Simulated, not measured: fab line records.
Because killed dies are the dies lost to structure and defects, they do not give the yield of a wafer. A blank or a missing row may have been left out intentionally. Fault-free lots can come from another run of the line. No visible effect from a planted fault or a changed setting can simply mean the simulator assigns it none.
A single fault, viewed from 2 desks	flow sfq line	each desk holds nothing but its own numbers, with what lay behind them at the end

TOOL OWNER'S DESK, rie diel-03
The tool's own readings at SFQ_TRILAYER_I3_VIA_BARC_OPEN_VIA_ETCH_121 (etches BARC in O2, target depth 125 nm, time 41.7 s): means of the sampled wafers that have a number, for each lot that ran on this tool. The brackets show how far a lot's mean lies from the usual mean; more than 4 standard deviations puts the lot out of limits, marked OUT.
Columns: A = drypump motor current A at SFQ_TRILAYER_I3_VIA_BARC_OPEN_VIA_ETCH_121, usual 5.7 A; B = oes product au at SFQ_TRILAYER_I3_VIA_BARC_OPEN_VIA_ETCH_121, usual 0.686 a.u.
lot	first seen here	A	B
L189	day 43 17:32	6.4	0.684
L202	day 54 04:16	5.9	0.686
L204	day 54 15:04	5.8	0.686
Finding of this desk: none of the 3 lots has anything out of limits.

FROM THE METROLOGY DESK
Means of the sampled wafers that have a number, per lot and without regard to the tool the lot ran on: this is what the gauges read. The brackets show how far a lot's mean lies from the usual mean; more than 4 standard deviations puts the lot out of limits, marked OUT.
Columns: A = I3_BOW at SFQ_I3_BOW_MEAS_922, usual 2 um; B = I3_OVL at SFQ_I3_OVL_MEAS_923, usual -2 nm
lot	first seen here	A	B
L189	day 43 13:53	5	-5
L200	day 48 02:19	11	-1
L202	day 48 19:25	-5	-0
L204	day 49 10:07	2	1
L205	day 49 13:07	-4	4
L206	day 49 23:18	5	3
Finding of this desk: none of the 6 lots has anything out of limits.

TAKEN TOGETHER
Nothing out of limits was seen by the tool owner's desk.
From the metrology desk's view, nothing was out of limits.

WHAT WAS PUT IN BY THE SIMULATOR
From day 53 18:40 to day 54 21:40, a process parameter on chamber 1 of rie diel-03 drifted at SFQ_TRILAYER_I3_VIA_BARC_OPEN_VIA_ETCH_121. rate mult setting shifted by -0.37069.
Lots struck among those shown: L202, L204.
